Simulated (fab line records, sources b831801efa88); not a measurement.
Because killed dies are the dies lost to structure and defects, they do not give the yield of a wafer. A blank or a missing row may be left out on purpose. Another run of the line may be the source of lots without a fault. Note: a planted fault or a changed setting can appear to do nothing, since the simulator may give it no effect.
Comparing a struck lot with a sound one ; flow gf180mcu ; 44 steps out of a route of 602
Sound: wafers L309.2, L309.4, L309.5. Wafers struck: L318.4, L318.6. At the end, the cause is stated.
Order at every step that has rows: each side's tool, ch and its chambers, its first start. Under that, the readings that differ: sound wafers ; struck wafers ; difference of the means ; sigmas: that difference in standard deviations of wafers without a fault.
alike: readings whose means differ by less than 2 such deviations, and words and numbers that are the same on both sides. not compared: withheld readings, readings that some wafer has no value for, bounds like >300 that may hide the same value, and numbers for which the record gives no deviation and whose values overlap.
The two part at a step that has a row with sigmas, a row that says differs or no value, or rows on one side only. Numbers that have no deviation but don't overlap get no sigmas and don't part them. A reading missing from all wafers of one side parts the sides only when that side holds two or more wafers.

first, 2 steps without rows for these wafers: GF_DNWELL_DEVELOP_06 (develop time 60 s); GF_DNWELL_IMPLANT_07.
GF_DNWELL_STRIP_08: strips in O2/N2.
  sound on plasma asher-03 ch 1, day 4 06:41; struck on plasma asher-03 ch 1, day 6 08:37
  alike: drypump motor current A, heater power w, oes product au, strip time to endpoint s
  not compared: rf hours counter h
GF_DNWELL_TW_MEAS_09:
  struck on film metro-02, day 6 08:43; sound on film metro-04, day 4 06:48
reading;sound;struck;difference;sigmas
DNWELL_TW;1341 1342 1348;1372 1368;+26;+2
then, 7 steps without rows for these wafers: GF_NWELL_DEHYDRATE_00 (time 60 s); GF_NWELL_HMDS_01 (prime time 60 s); GF_NWELL_COAT_02 (resist thk 3000 nm); GF_NWELL_SOFTBAKE_03; GF_NWELL_EXPOSE_04 (exposes mask Nwell, target cd 860 nm); GF_NWELL_PEB_05; GF_NWELL_DEVELOP_06 (develop time 60 s).
GF_NWELL_OVL_MEAS_07:
  struck on overlay-02, day 7 00:17; sound on overlay-02, day 4 20:58
  alike: NWELL_OVL
GF_NWELL_IMPLANT_08:
  sound on implanter-04 ch 0, day 4 21:01; struck on implanter-03 ch 0, day 7 00:22
after that, 1 step had no rows for these wafers: GF_NWELL_IMPLANT_09.
GF_NWELL_STRIP_10: strips in O2/N2.
  sound on plasma asher-02 ch 0,1, day 4 21:18; struck on plasma asher-02 ch 0,1, day 7 00:38
  alike: drypump motor current A, heater power w, oes product au, strip time to endpoint s
  not compared: rf hours counter h
GF_NWELL_TW_MEAS_11:
  struck on film metro-04, day 7 00:44; sound on film metro-04, day 4 21:25
reading;sound;struck;difference;sigmas
NWELL_TW;1564 1562 1561;1424 1415;-143;-15
then, 7 steps without rows for these wafers: GF_LVPWELL_DEHYDRATE_00 (time 60 s); GF_LVPWELL_HMDS_01 (prime time 60 s); GF_LVPWELL_COAT_02 (resist thk 3000 nm); GF_LVPWELL_SOFTBAKE_03; GF_LVPWELL_EXPOSE_04 (exposes mask LVPWELL, target cd 600 nm); GF_LVPWELL_PEB_05; GF_LVPWELL_DEVELOP_06 (develop time 60 s).
GF_LVPWELL_OVL_MEAS_07:
  struck on overlay-01, day 7 16:34; sound on overlay-02, day 5 11:30
  alike: LVPWELL_OVL
then, 2 steps without rows for these wafers: GF_LVPWELL_IMPLANT_08; GF_LVPWELL_IMPLANT_09.
GF_LVPWELL_STRIP_10: strips in O2/N2.
  sound on plasma asher-04 ch 0,1, day 5 11:50; struck on plasma asher-04 ch 0, day 7 16:55
  alike: drypump motor current A, heater power w, oes product au, strip time to endpoint s
  not compared: rf hours counter h
GF_LVPWELL_TW_MEAS_11:
  struck on film metro-02, day 7 17:00; sound on film metro-03, day 5 11:56
  alike: LVPWELL_TW
then, 7 steps without rows for these wafers: GF_MVSD_DEHYDRATE_00 (time 60 s); GF_MVSD_HMDS_01 (prime time 60 s); GF_MVSD_COAT_02 (resist thk 3000 nm); GF_MVSD_SOFTBAKE_03; GF_MVSD_EXPOSE_04 (exposes mask MVSD, target cd 1000 nm); GF_MVSD_PEB_05; GF_MVSD_DEVELOP_06 (develop time 60 s).
GF_MVSD_OVL_MEAS_07:
  struck on overlay-02, day 8 09:18; sound on overlay-01, day 6 02:45
  alike: MVSD_OVL
then, 2 steps without rows for these wafers: GF_MVSD_IMPLANT_08; GF_MVSD_IMPLANT_09.
GF_MVSD_STRIP_10: strips in O2/N2.
  sound on plasma asher-02 ch 0,1, day 6 03:05; struck on plasma asher-01 ch 1, day 8 09:39
  alike: drypump motor current A, heater power w, oes product au, strip time to endpoint s
  not compared: rf hours counter h
GF_MVSD_TW_MEAS_11:
  struck on film metro-03, day 8 09:45; sound on film metro-04, day 6 03:11
  alike: MVSD_TW
then, 2 steps without rows for these wafers: GF_MVPSD_DEHYDRATE_00 (time 60 s); GF_MVPSD_HMDS_01 (prime time 60 s).
-- the record jumps here: 4 days lie between the struck wafers' starts before and after --
GF_VT_IMPLANT_RS_MEAS_47: measures by four-point-probe.
  struck on film metro-02, day 12 01:58; sound on film metro-02, day 9 12:14
reading;sound;struck;difference;sigmas
NWELL_RS (ohm/sq);487.4 487.3 486.9;581.5 584.5;+95.8;+64
after that, 1 step had no rows for these wafers: GF_PASSIVATION_PROBE_99.

WHERE THEY PART
Earliest at GF_DNWELL_TW_MEAS_09; latest, in this record, at GF_VT_IMPLANT_RS_MEAS_47.

WHY: what the simulator had put in
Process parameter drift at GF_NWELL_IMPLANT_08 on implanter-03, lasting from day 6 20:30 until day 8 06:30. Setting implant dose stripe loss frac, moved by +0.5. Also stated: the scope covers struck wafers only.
